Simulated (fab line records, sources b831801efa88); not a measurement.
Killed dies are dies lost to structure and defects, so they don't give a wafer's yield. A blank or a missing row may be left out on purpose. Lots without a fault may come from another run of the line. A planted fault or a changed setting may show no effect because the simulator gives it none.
Chamber matching | flow gf180mcu | GF_V5_ETCH_16 on rie_diel-01: 4 sister chambers
The step etches BARC in N2/H2. 8 wafers are shown with their chamber, then 10 later ones without.

WAFERS WITH THEIR CHAMBER
wafer  | chamber | drypump_motor_current_A (A) | oes_product_au (a.u.)
L078.3 | 2       | 6.2                         | 0.859
L082.6 | 1       | 4.7                         | 0.850
L086.2 | 2       | 6.3                         | 0.851
L086.5 | 0       | 5.3                         | 0.856
L089.3 | 0       | 5.3                         | 0.856
L089.6 | 3       | 6.5                         | 0.857
L091.1 | 1       | 4.7                         | 0.852
L091.2 | 3       | 6.5                         | 0.846

WAFERS WITHOUT THEIR CHAMBER
wafer  | drypump_motor_current_A (A) | oes_product_au (a.u.)
L091.3 | 5.3                         | 0.855
L094.1 | 6.5                         | 0.851
L094.2 | 5.3                         | 0.851
L094.6 | 5.3                         | 0.847
L095.1 | 6.2                         | 0.863
L095.2 | 5.3                         | 0.852
L095.3 | 6.5                         | 0.855
L096.1 | 6.2                         | 0.859
L096.2 | 5.3                         | 0.851
L096.4 | 4.7                         | 0.854

WHICH CHAMBER EACH WENT THROUGH
wafer  | from the rows above | in truth
L091.3 | 0                   | 0
L094.1 | 3                   | 3
L094.2 | 0                   | 0
L094.6 | 0                   | 0
L095.1 | 2                   | 2
L095.2 | 0                   | 0
L095.3 | 3                   | 3
L096.1 | 2                   | 2
L096.2 | 0                   | 0
L096.4 | 1                   | 1
Placed correctly: 10 of 10. Can't be placed from these rows: 0. Placed wrongly: 0.
How it was worked out, from the rows above alone: a wafer's distance from a chamber is the root of the sum, over the readings, of the square of ((its reading less the chamber's mean) divided by the reading's scatter). The wafer belongs to the nearest chamber; if the next one is less than 2 further off, it can't be placed. A chamber's mean is the mean of its shown wafers. The scatter: the root of (the sum of the squares of (reading less its chamber's mean) over the shown wafers, divided by (wafers less chambers)).
